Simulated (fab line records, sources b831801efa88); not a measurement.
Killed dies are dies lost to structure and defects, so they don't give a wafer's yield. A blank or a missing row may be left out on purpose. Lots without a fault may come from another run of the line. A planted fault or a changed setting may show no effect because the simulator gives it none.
Tool commonality check | flow gf180mcu | 13 lots, 39 wafers sampled

WHY IT WAS OPENED
At GF_VT_IMPLANT_RS_MEAS_48 the reading LVPWELL_RS is flagged on 2 of 13 lots. Wafers without a fault read 1195 ohm/sq, standard deviation 3.3.
Rule: a lot is flagged when every wafer of it that has a number lies more than 4 standard deviations from that mean, or none has a number. The other lots count as sound.

lot  | measured     | on            | LVPWELL_RS (ohm/sq), wafer by wafer | flag
L169 | day 7 14:02  | film_metro-01 | 1199 1200 1199                      |
L170 | day 7 19:54  | film_metro-02 | 1198 1197 1195                      |
L171 | day 8 01:38  | film_metro-02 | 1190 1193 1192                      |
L173 | day 9 00:53  | film_metro-01 | 1199 1200 1197                      |
L174 | day 9 03:40  | film_metro-02 | 1199 1199 1198                      |
L175 | day 9 10:03  | film_metro-02 | 1193 1194 1192                      |
L176 | day 9 14:53  | film_metro-04 | 1198 1198 1199                      |
L177 | day 9 23:45  | film_metro-02 | 1200 1199 1199                      |
L179 | day 10 12:29 | film_metro-01 | 1193 1194 1194                      |
L180 | day 10 18:21 | film_metro-02 | 1197 1198 1196                      |
L187 | day 12 13:13 | film_metro-01 | 1223 1227 1228                      | FLAGGED
L188 | day 12 19:20 | film_metro-02 | 1235 1232 1238                      | FLAGGED
L190 | day 13 09:22 | film_metro-02 | 1201 1195 1195                      |
The numbers of the flagged lots are 1230 ohm/sq on average: +36 ohm/sq against the usual, or +11 standard deviations.

WHICH TOOL RAN EACH LOT
The record holds 2 process steps before the reading, out of a route of 602 steps. In each cell: the tool, then ch and the chambers that the sampled wafers went through, then the start.
lot  | flag    | GF_DNWELL_STRIP_08                  | GF_LVPWELL_IMPLANT_09
L169 |         | plasma_asher-02 ch 0,1, day 2 17:47 | implanter-04 ch 0, day 3 20:10
L170 |         | plasma_asher-02 ch 0,1, day 3 00:17 | implanter-02 ch 0, day 4 02:25
L171 |         | plasma_asher-04 ch 0,1, day 3 05:26 | implanter-04 ch 0, day 4 06:44
L173 |         | plasma_asher-04 ch 0,1, day 3 20:27 | implanter-04 ch 0, day 5 00:52
L174 |         | plasma_asher-04 ch 1, day 4 01:55   | implanter-04 ch 0, day 5 05:37
L175 |         | plasma_asher-03 ch 0,1, day 4 03:31 | implanter-04 ch 0, day 5 08:44
L176 |         | plasma_asher-03 ch 0,1, day 4 09:20 | implanter-02 ch 0, day 5 14:10
L177 |         | plasma_asher-02 ch 0,1, day 4 16:02 | implanter-02 ch 0, day 5 21:05
L179 |         | plasma_asher-02 ch 0,1, day 5 00:50 | implanter-01 ch 0, day 6 07:08
L180 |         | plasma_asher-02 ch 0,1, day 5 07:41 | implanter-02 ch 0, day 6 13:23
L187 | FLAGGED | plasma_asher-02 ch 0,1, day 6 17:12 | implanter-02 ch 0, day 8 00:28
L188 | FLAGGED | plasma_asher-03 ch 0,1, day 6 21:59 | implanter-02 ch 0, day 8 05:50
L190 |         | plasma_asher-02 ch 0,1, day 7 09:05 | implanter-01 ch 0, day 8 18:13
What these steps do:
- GF_DNWELL_STRIP_08: strips in O2/N2.
- GF_LVPWELL_IMPLANT_09
- GF_VT_IMPLANT_RS_MEAS_48: measures by four-point-probe.

FLAGGED OVER TOTAL, TOOL BY TOOL (the gauges that took the reading come last)
step                     | tool            | lots run | flagged | share of the flagged lots | sound lots run after its first flagged lot
GF_DNWELL_STRIP_08       | plasma_asher-02 | 7        | 1       | some                      | 1 (L190)
GF_DNWELL_STRIP_08       | plasma_asher-03 | 3        | 1       | some                      | 0
GF_DNWELL_STRIP_08       | plasma_asher-04 | 3        | 0       | none                      | -
GF_LVPWELL_IMPLANT_09    | implanter-01    | 2        | 0       | none                      | -
GF_LVPWELL_IMPLANT_09    | implanter-02    | 6        | 2       | all                       | 0
GF_LVPWELL_IMPLANT_09    | implanter-04    | 5        | 0       | none                      | -
GF_VT_IMPLANT_RS_MEAS_48 | film_metro-01   | 4        | 1       | some                      | 0
GF_VT_IMPLANT_RS_MEAS_48 | film_metro-02   | 8        | 1       | some                      | 1 (L190)
GF_VT_IMPLANT_RS_MEAS_48 | film_metro-04   | 1        | 0       | none                      | -

WHAT THE TABLE ALLOWS
1 row of the table ran every flagged lot: implanter-02 at GF_LVPWELL_IMPLANT_09.
- implanter-02 at GF_LVPWELL_IMPLANT_09: 2 of its 6 lots flagged. Its last sound lot is L180 (day 6 13:23), its first flagged lot L187 (day 8 00:28): a fault that began between those two fits.
One tool is left: implanter-02 at GF_LVPWELL_IMPLANT_09.

WHAT THE SIMULATOR HAD PUT IN
Process parameter drift: implanter-02, from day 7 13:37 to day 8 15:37, at GF_LVPWELL_IMPLANT_09. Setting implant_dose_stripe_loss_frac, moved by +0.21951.
Lots struck among those shown: L187, L188. The rule above found the same.
